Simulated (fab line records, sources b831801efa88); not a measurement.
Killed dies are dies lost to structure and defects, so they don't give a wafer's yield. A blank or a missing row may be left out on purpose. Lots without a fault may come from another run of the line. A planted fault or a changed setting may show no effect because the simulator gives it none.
fab line records | flow sky130
record lots=6 wafers=18 last_day=50
route steps=708 shown NWELL@65 PAD_OPEN@708
lots that met no fault: from a run of the same line without faults
start_h: hours from the record's first day to the start of the lot's first wafer shown | wait_h: hours since the lot's step before | " the same as in the row above | L1.1+2: a row that stands for several wafers | - no value, or no start given | * or withheld: withheld | < > ~ a bound
route shown NAME@n: a module of which the file shows steps, and the number in the route of the first | usual: mean/standard deviation of fault-free wafers | same: alike in all rows | chamber/n: place in a boat | sites: the reading at each site | _std_site: their standard deviation | _edge_site: outer sites' mean less inner sites' | radius_mm: how far each site lies from the wafer's centre | mask NAME#n: copy n | behind: the tool/chamber that last shaped the wafer | hold: why the lot was held/for how many hours/how that ended | device: the transistor (n, p or np) that didn't switch | end of line: the same wafers' tests at the end of the route | a step without rows: its recipe alone | killed: dies lost to structure and defects at the first sort, not the wafer's yield | map: a wafer's dies, x killed, . not, _ none there
set.NAME: the setting as run; set.NAME@STEP: as run at that earlier step | model.NAME: the simulator's own value behind a step, which no gauge read
lots at some steps of the route; a table a step, a row a wafer
services: from which hour (start_h, from the record's first day; less than 0 if before it) a tool's chamber was out of use, for how many hours, and why
## steps
# step SKY_NWELL_IMPLANT_12
# recipe species=P energy_kev=120 dose_cm2=1.3e+12 tilt_deg=withheld
# step SKY_NWELL_IMPLANT_13
# recipe species=P energy_kev=50 dose_cm2=7e+11 tilt_deg=withheld
# step SKY_NWELL_STRIP_14
# recipe chemistry=O2/N2 power_w=1400 pressure_mtorr=1500 platen_temp_c=withheld o2_flow_sccm=3000 n2_flow_sccm=300 overash_fraction=0.5
# usual chamber_pressure_mTorr=1500.0/1.4 drypump_motor_current_A=5.59/0.21 oes_product_au=0.723/0.0045 strip_time_to_endpoint_s=36.95/0.091
# columns lot.wafer tool chamber start_h wait_h chamber_pressure_mTorr drypump_motor_current_A oes_product_au rf_hours_counter_h strip_time_to_endpoint_s
L699.2 plasma_asher-04 0 121.77 0.1 1500.7 5.14 0.722 47 37.06
L699.3 " 1 " " 1500.5 5.74 0.730 - 36.91
L699.6 " 1 " " 1501.0 5.76 0.719 - 37.00
L703.2 plasma_asher-01 0 143.33 0.1 1500.4 5.82 0.723 3 36.74
L703.4 " 1 " " 1500.8 5.52 0.724 - 36.87
L703.6 " 0 " " 1499.1 5.82 0.723 - 36.79
L704.2 plasma_asher-01 0 149.72 0.1 1500.0 5.82 0.733 3 37.08
L704.5 " 0 " " 1497.1 5.83 0.718 - 37.11
L704.6 " 1 " " 1498.9 5.52 0.716 - 36.95
L712.1 plasma_asher-04 0 200.32 0.1 1497.9 5.10 0.726 55 37.05
L712.4 " 1 " " 1499.0 5.74 0.732 - 36.97
L712.6 " 1 " " 1500.4 5.74 0.724 - 36.97
L714.4 plasma_asher-01 1 212.10 0.1 1497.0 5.52 0.722 - 36.90
L714.5 " 0 " " 1498.6 5.84 0.725 - 36.87
L714.6 " 1 " " 1498.5 5.51 0.727 - 36.92
L716.3 plasma_asher-01 0 222.60 0.1 1499.5 5.83 0.730 - 36.82
L716.5 " 0 " " 1498.6 5.81 0.725 - 36.99
L716.6 " 1 " " 1502.4 5.52 0.714 - 37.07
# step SKY_NWELL_TW_MEAS_15
# usual NWELL_TW=1816/17
# columns lot.wafer tool chamber start_h wait_h NWELL_TW
L699.2 film_metro-03 - 121.88 0.1 1825
L699.3 " - " " 1828
L699.6 " - " " 1845
L703.2 film_metro-02 - 143.44 0.1 1821
L703.4 " - " " 1822
L703.6 " - " " 1819
L704.2 film_metro-02 - 149.83 0.1 1827
L704.5 " - " " 1825
L704.6 " - " " 1818
L712.1 film_metro-02 - 200.42 0.1 1808
L712.4 " - " " 1825
L712.6 " - " " 1821
L714.4 film_metro-04 - 212.20 0.1 1789
L714.5 " - " " 1791
L714.6 " - " " 1785
L716.3 film_metro-02 - 222.69 0.1 1808
L716.5 " - " " 1821
L716.6 " - " " 1808
# step SKY_NWELL_DEHYDRATE_16
# recipe temp_c=200 time_s=60
# step SKY_NWELL_HMDS_17
# recipe prime_time_s=60 prime_temp_c=120
# step SKY_NWELL_COAT_18
# recipe spin_rpm=2000 resist_thk_nm=3000
# step SKY_NWELL_SOFTBAKE_19
# recipe temp_c=110 time_s=withheld
# step SKY_NWELL_EXPOSE_20
# recipe mask_id=NWM_COMPLEMENT na=0.6 source_shape=conventional sigma_outer=0.6 polarization=unpolarized target_cd_nm=840 dose_mj=260
# step SKY_NWELL_PEB_21
# recipe temp_c=115 time_s=withheld
# step SKY_NWELL_DEVELOP_22
# recipe wall_angle_deg=90 developer=TMAH develop_time_s=60 dev_temp_c=23
# step SKY_NWELL_OVL_MEAS_23
# usual NWELL_01_OVL=-0.2/1.6
# columns lot.wafer tool chamber start_h wait_h NWELL_01_OVL[nm]
L699.2 overlay-01 - 141.04 - -1.9
L699.3 " - " " -1.2
L699.6 " - " " -2.9
L703.2 overlay-01 - 163.04 - 0.7
L703.4 " - " " 2.7
L703.6 " - " " -0.3
L704.2 overlay-02 - 169.39 - 2.0
L704.5 " - " " 1.2
L704.6 " - " " -1.1
L712.1 overlay-01 - 222.78 - 1.6
L712.4 " - " " -0.2
L712.6 " - " " 1.5
L714.4 overlay-01 - 234.97 - -2.8
L714.5 " - " " -0.8
L714.6 " - " " -2.4
L716.3 overlay-02 - 245.00 - -1.6
L716.5 " - " " -0.7
L716.6 " - " " -1.9
# step SKY_NWELL_IMPLANT_24
# recipe species=B energy_kev=140 dose_cm2=9.2e+12 tilt_deg=withheld
# usual beam_on_s=9.99/0.21 dose_ions_cm2=9.204e+12/9.9e+09 faraday_current_uA=52.0/1
# columns lot.wafer tool chamber start_h wait_h beam_on_s dose_ions_cm2 faraday_current_uA
L699.2 implanter-03 0 141.10 0.0 9.94 9.207e+12 52.5
L699.3 " 0 " " 9.92 9.198e+12 52.4
L699.6 " 0 " " 10.21 9.2e+12 51.1
L703.2 implanter-04 0 163.10 0.0 10.01 9.222e+12 51.9
L703.4 " 0 " " 10.26 9.207e+12 50.4
L703.6 " 0 " " 9.64 9.206e+12 53.9
L704.2 implanter-04 0 169.45 0.0 10.22 9.217e+12 50.8
L704.5 " 0 " " 9.98 9.221e+12 52.1
L704.6 " 0 " " 9.87 9.213e+12 52.6
L712.1 implanter-04 0 222.82 0.0 9.95 1.099e+13 62.0
L712.4 " 0 " " 10.22 1.099e+13 60.5
L712.6 " 0 " " 9.84 1.0979e+13 62.9
L714.4 implanter-04 0 235.06 0.1 9.92 1.0974e+13 62.3
L714.5 " 0 " " 9.76 1.0979e+13 63.1
L714.6 " 0 " " 10.22 1.0979e+13 60.7
L716.3 implanter-01 0 245.07 0.1 10.16 9.207e+12 51.2
L716.5 " 0 " " 10.11 9.214e+12 51.4
L716.6 " 0 " " 10.00 9.206e+12 51.9
# step SKY_NWELL_STRIP_25
# recipe chemistry=O2/N2 power_w=1400 pressure_mtorr=1500 platen_temp_c=withheld o2_flow_sccm=3000 n2_flow_sccm=300 overash_fraction=0.5
# usual chamber_pressure_mTorr=1500.0/1.2 drypump_motor_current_A=5.54/0.22 oes_product_au=0.723/0.0045 strip_time_to_endpoint_s=36.92/0.098
# columns lot.wafer tool chamber start_h wait_h chamber_pressure_mTorr drypump_motor_current_A oes_product_au rf_hours_counter_h strip_time_to_endpoint_s
L699.2 plasma_asher-01 1 141.22 0.1 1499.2 5.54 0.722 2 37.00
L699.3 " 1 " " 1499.5 5.53 0.725 - 36.91
L699.6 " 0 " " 1499.1 5.81 0.727 - 36.98
L703.2 plasma_asher-04 0 163.22 0.1 1499.8 5.15 0.722 51 37.04
L703.4 " 1 " " 1498.4 5.71 0.724 - 36.93
L703.6 " 0 " " 1502.5 5.13 0.727 - 36.95
L704.2 plasma_asher-02 1 169.57 0.1 1499.9 5.49 0.720 35 36.99
L704.5 " 1 " " 1500.2 5.45 0.722 - 36.82
L704.6 " 0 " " 1497.4 5.68 0.725 - 36.96
L712.1 plasma_asher-02 0 222.97 0.1 1501.5 5.72 0.729 41 36.83
L712.4 " 0 " " 1501.2 5.69 0.717 - 36.92
L712.6 " 1 " " 1499.0 5.48 0.728 - 36.91
L714.4 plasma_asher-04 0 235.17 0.1 1500.9 5.12 0.724 - 36.98
L714.5 " 0 " " 1500.2 5.12 0.720 - 36.98
L714.6 " 1 " " 1501.3 5.72 0.717 - 36.95
L716.3 plasma_asher-02 1 245.21 0.1 1500.6 5.47 0.724 - 37.13
L716.5 " 0 " " 1498.1 5.73 0.731 - 37.14
L716.6 " 1 " " 1500.1 5.47 0.724 - 37.17
# step SKY_NWELL_TW_MEAS_26
# usual NWELL_2_TW=495/6.1
# columns lot.wafer tool chamber start_h wait_h NWELL_2_TW
L699.2 film_metro-03 - 141.33 0.1 500
L699.3 " - " " 498
L699.6 " - " " 498
L703.2 film_metro-03 - 163.33 0.1 504
L703.4 " - " " 502
L703.6 " - " " 500
L704.2 film_metro-03 - 169.68 0.1 502
L704.5 " - " " 501
L704.6 " - " " 502
L712.1 film_metro-04 - 223.07 0.1 511
L712.4 " - " " 508
L712.6 " - " " 511
L714.4 film_metro-04 - 235.26 0.1 513
L714.5 " - " " 513
L714.6 " - " " 512
L716.3 film_metro-02 - 245.29 0.1 492
L716.5 " - " " 493
L716.6 " - " " 491
# step SKY_NWELL_CLEAN_27
# recipe chemistry=SC1/SC2 mix=1:4:20 temp_c=70 time_s=150 dry=n2_spin
# step SKY_PAD_OPEN_PROBE_99
# usual killed_at_M0_to_M3=44/6.9 killed_at_M4_up=3.3/1.8 killed_at_contacts=24/5 killed_at_front_end=16/4.6 killed_at_other=0.2/0.42 killed_dies=88/9.2 killed_open=48/7.3 killed_short=40/6.5
# same gross_dies=492 killed_at_back_side=0
# columns lot.wafer tool chamber start_h wait_h killed_at_M0_to_M3 killed_at_M4_up killed_at_contacts killed_at_front_end killed_at_other killed_dies killed_open killed_short model.etest.pfet_16v.r_on_ohm_um model.etest.res_iso_pwell.rs_ohm_sq model.etest.res_pwell_under_gate.rs_ohm_sq model.etest.res_iso_pwell.line_ohm_um model.etest.tip_n_5v.rs_ohm_sq model.etest.pfet_16v.drive_ua_um model.etest.res_nwell.width_nm model.etest.field_n.vt_v
L699.2 prober-01 - 1120.66 0.1 35 3 25 7 0 70 37 33 1.525e+04 2826 2276 1059 1357 241.3 832.1 35.79
L699.3 prober-01 - 1120.71 0.2 45 2 16 14 1 78 37 41 1.511e+04 2676 2274 1003 1348 241.3 835 34.64
L699.6 prober-01 - 1120.86 0.2 39 2 17 18 0 76 46 30 1.522e+04 2706 2294 1032 1364 240.6 830.9 35
L703.2 prober-01 - 1133.84 0.1 57 2 19 22 0 100 53 47 1.521e+04 3218 2293 1223 1403 248.2 840.8 36.47
L703.4 prober-01 - 1133.94 0.2 45 2 29 32 0 108 59 49 1.516e+04 3259 2274 1233 1390 250.8 836.8 36.44
L703.6 prober-01 - 1134.04 0.2 47 4 28 18 0 97 59 38 1.504e+04 3175 2285 1187 1397 249.3 844 36.19
L704.2 prober-02 - 1141.67 0.1 39 4 31 16 0 90 56 34 1.542e+04 3257 2295 1237 1373 244.4 845.6 36.34
L704.5 prober-02 - 1141.82 0.2 51 2 25 10 0 88 54 34 1.52e+04 3178 2300 1230 1371 244.9 840.7 36.22
L704.6 prober-02 - 1141.87 0.2 42 2 22 12 0 78 47 31 1.536e+04 3204 2300 1227 1368 244.2 848.7 36.12
L712.1 prober-02 - 1187.48 0.1 31 2 19 11 0 63 35 28 1.412e+04 2596 2024 974 1420 256.4 813.7 39.65
L712.4 prober-02 - 1187.63 0.2 57 4 29 8 0 98 64 34 1.382e+04 2509 2033 931.2 1412 257.6 811.4 38.88
L712.6 prober-02 - 1187.73 0.2 46 4 28 7 0 85 42 43 1.384e+04 2479 2035 926.7 1408 261.4 809.9 38.96
L714.4 prober-02 - 1192.71 0.2 35 4 16 22 0 77 44 33 1.401e+04 2547 2022 940 1394 257 810.5 39.63
L714.5 prober-02 - 1192.76 0.2 51 1 20 19 0 91 52 39 1.42e+04 2574 2009 952.2 1411 252.9 816.1 39.85
L714.6 prober-02 - 1192.81 0.2 36 1 27 18 0 82 47 35 1.407e+04 2568 2032 957.2 1393 253.1 811.7 39.72
L716.3 prober-02 - 1198.24 0.2 44 0 25 10 0 79 50 29 1.526e+04 2730 2286 1043 1378 236.5 836.2 35.03
L716.5 prober-02 - 1198.34 0.2 37 2 29 12 0 80 45 35 1.539e+04 2808 2279 1054 1377 238.4 836.4 35.55
L716.6 prober-02 - 1198.39 0.2 56 4 24 10 1 95 49 46 1.525e+04 2751 2294 1045 1377 237.9 843.3 35.17
# killed by level:class
L699.2 VIA2:geometric_particle:open=11 CONTACT:geometric_particle:open=8 VIA1:geometric_particle:open=6 CONTACT:geometric_particle:short=5 FIELD_ISO:geometric_particle:short=4 LI_CONTACT:geometric_particle:open=4 LI_CONTACT:geometric_particle:short=4 LOCAL_INTERCONNECT:geometric_particle:short=4
L699.3 VIA1:geometric_particle:open=8 METAL2:geometric_particle:short=7 CONTACT:geometric_particle:open=6 VIA2:geometric_particle:open=6 CONTACT:geometric_particle:short=5 VIA3:geometric_particle:open=5 VIA2:geometric_particle:short=4 METAL1:geometric_particle:short=4
L699.6 VIA3:geometric_particle:open=9 VIA1:geometric_particle:open=8 LI_CONTACT:geometric_particle:open=5 METAL2:geometric_particle:short=5 FIELD_ISO:geometric_particle:short=4 FIELD_ISO:geometric_particle:open=4 POLY_GATE:geometric_particle:open=4 CONTACT:geometric_particle:open=4
L703.2 VIA1:geometric_particle:open=17 VIA3:geometric_particle:open=9 FIELD_ISO:geometric_particle:short=8 LI_CONTACT:geometric_particle:open=6 VIA1:geometric_particle:short=6 FIELD_ISO:geometric_particle:open=5 VIA2:geometric_particle:short=5 CONTACT:geometric_particle:open=5
L703.4 CONTACT:geometric_particle:open=16 FIELD_ISO:geometric_particle:short=12 VIA1:geometric_particle:open=9 FIELD_ISO:geometric_particle:open=7 METAL1:geometric_particle:short=6 POLY_GATE:geometric_particle:open=5 VIA2:geometric_particle:open=5 LI_CONTACT:geometric_particle:open=5
L703.6 VIA1:geometric_particle:open=15 CONTACT:geometric_particle:open=10 LOCAL_INTERCONNECT:geometric_particle:short=7 VIA3:geometric_particle:open=7 FIELD_ISO:geometric_particle:open=6 LI_CONTACT:geometric_particle:open=5 CONTACT:geometric_particle:short=5 METAL2:geometric_particle:short=5
L704.2 CONTACT:geometric_particle:open=12 VIA1:geometric_particle:open=11 FIELD_ISO:geometric_particle:open=7 LI_CONTACT:geometric_particle:open=6 LOCAL_INTERCONNECT:geometric_particle:short=5 VIA3:geometric_particle:open=5 VIA1:geometric_particle:short=5 VIA2:geometric_particle:open=5
L704.5 CONTACT:geometric_particle:open=12 VIA1:geometric_particle:open=12 VIA3:geometric_particle:open=10 METAL2:geometric_particle:short=8 METAL1:geometric_particle:short=6 LI_CONTACT:geometric_particle:open=5 VIA2:geometric_particle:short=5 VIA2:geometric_particle:open=5
L704.6 VIA1:geometric_particle:open=13 CONTACT:geometric_particle:open=11 METAL2:geometric_particle:short=5 VIA2:geometric_particle:open=5 VIA3:geometric_particle:open=5 LI_CONTACT:geometric_particle:open=4 VIA1:geometric_particle:short=4 POLY_GATE:geometric_particle:open=3
L712.1 VIA1:geometric_particle:open=9 VIA2:geometric_particle:open=9 LOCAL_INTERCONNECT:geometric_particle:short=5 LI_CONTACT:geometric_particle:open=4 METAL3:geometric_particle:short=4 FIELD_ISO:geometric_particle:open=3 LI_CONTACT:geometric_particle:short=3 CONTACT:geometric_particle:open=3
L712.4 VIA1:geometric_particle:open=16 LI_CONTACT:geometric_particle:open=12 CONTACT:geometric_particle:open=9 VIA2:geometric_particle:open=9 METAL1:geometric_particle:short=8 VIA3:geometric_particle:open=7 METAL4:geometric_particle:short=4 POLY_GATE:geometric_particle:open=3
L712.6 METAL1:geometric_particle:short=11 LI_CONTACT:geometric_particle:open=8 VIA1:geometric_particle:open=8 METAL2:geometric_particle:short=7 VIA2:geometric_particle:open=7 CONTACT:geometric_particle:short=6 CONTACT:geometric_particle:open=6 VIA3:geometric_particle:open=4
L714.4 CONTACT:geometric_particle:open=8 VIA1:geometric_particle:open=8 FIELD_ISO:geometric_particle:open=7 VIA1:geometric_particle:short=5 VIA3:geometric_particle:open=5 FIELD_ISO:geometric_particle:short=4 METAL1:geometric_particle:short=4 METAL2:geometric_particle:short=4
L714.5 VIA1:geometric_particle:open=13 VIA3:geometric_particle:open=8 LI_CONTACT:geometric_particle:open=7 VIA2:geometric_particle:open=7 METAL1:geometric_particle:short=6 FIELD_ISO:geometric_particle:open=5 POLY_GATE:geometric_particle:short=5 LOCAL_INTERCONNECT:geometric_particle:short=4
L714.6 VIA1:geometric_particle:open=12 CONTACT:geometric_particle:open=10 LI_CONTACT:geometric_particle:open=9 FIELD_ISO:geometric_particle:short=6 METAL2:geometric_particle:short=6 FIELD_ISO:geometric_particle:open=5 VIA2:geometric_particle:open=5 LI_CONTACT:geometric_particle:short=4
L716.3 CONTACT:geometric_particle:open=14 VIA1:geometric_particle:open=13 METAL2:geometric_particle:short=8 VIA3:geometric_particle:open=6 METAL1:geometric_particle:short=5 VIA2:geometric_particle:open=5 CONTACT:geometric_particle:short=4 LOCAL_INTERCONNECT:geometric_particle:short=3
L716.5 CONTACT:geometric_particle:open=14 VIA1:geometric_particle:open=9 LOCAL_INTERCONNECT:geometric_particle:short=7 FIELD_ISO:geometric_particle:short=5 VIA2:geometric_particle:open=5 VIA1:geometric_particle:short=5 CONTACT:geometric_particle:short=4 METAL2:geometric_particle:open=4
L716.6 VIA1:geometric_particle:open=11 CONTACT:geometric_particle:open=10 METAL2:geometric_particle:short=10 METAL1:geometric_particle:short=8 VIA3:geometric_particle:short=7 VIA3:geometric_particle:open=7 POLY_GATE:geometric_particle:open=5 LI_CONTACT:geometric_particle:open=4
## services
# columns tool chamber start_h hours kind
plasma_asher-01 - 108.75 9.0 pm
plasma_asher-01 0 108.75 9.0 vent_cycle
plasma_asher-01 1 108.75 9.0 vent_cycle
plasma_asher-01 0 117.75 - clean
plasma_asher-01 1 117.75 - clean
implanter-04 - 118.54 2.7 repair
plasma_asher-02 - 120.56 6.3 repair
implanter-01 - 126.11 3.4 repair
plasma_asher-01 - 135.47 1.9 repair
implanter-03 - 162.64 2.6 pm
plasma_asher-04 - 179.45 3.2 repair
plasma_asher-04 - 188.82 1.0 repair
implanter-04 - 206.77 2.3 repair
implanter-03 - 225.53 1.6 repair
## key
first_sign step=SKY_NWELL_IMPLANT_24 reading=dose_ions_cm2 direction=up sigmas=99+ usual=* struck=*
effect step=SKY_NWELL_IMPLANT_24 reading=faraday_current_uA direction=up sigmas=9.6 usual=52.0 struck=61.9
effect step=SKY_NWELL_TW_MEAS_26 reading=NWELL_2_TW direction=up sigmas=2.7 usual=495 struck=511
model_effect step=SKY_PAD_OPEN_PROBE_99 value=etest.pfet_16v.r_on_ohm_um without=1.522e+04 struck=1.401e+04
met_at SKY_NWELL_IMPLANT_24
struck_wafers L712.1,L712.4,L712.6,L714.4,L714.5,L714.6
tester_left_out L712,L714
onset_between 169.45 222.82
fault kind=process_parameter_drift tool=implanter-04 chamber=- onset_h=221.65 steps=SKY_NWELL_IMPLANT_24 channel=dose_cm2 offset=* shape=step end_h=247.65 acts_in=* stated=*
# tester_left_out: of these lots the tester's yield and bins aren't shown, on N5 and GAA mostly nor the transistor test; their killed dies are dies lost to structure and defects alone, not to doping, threshold or leakage, so they don't give the yield
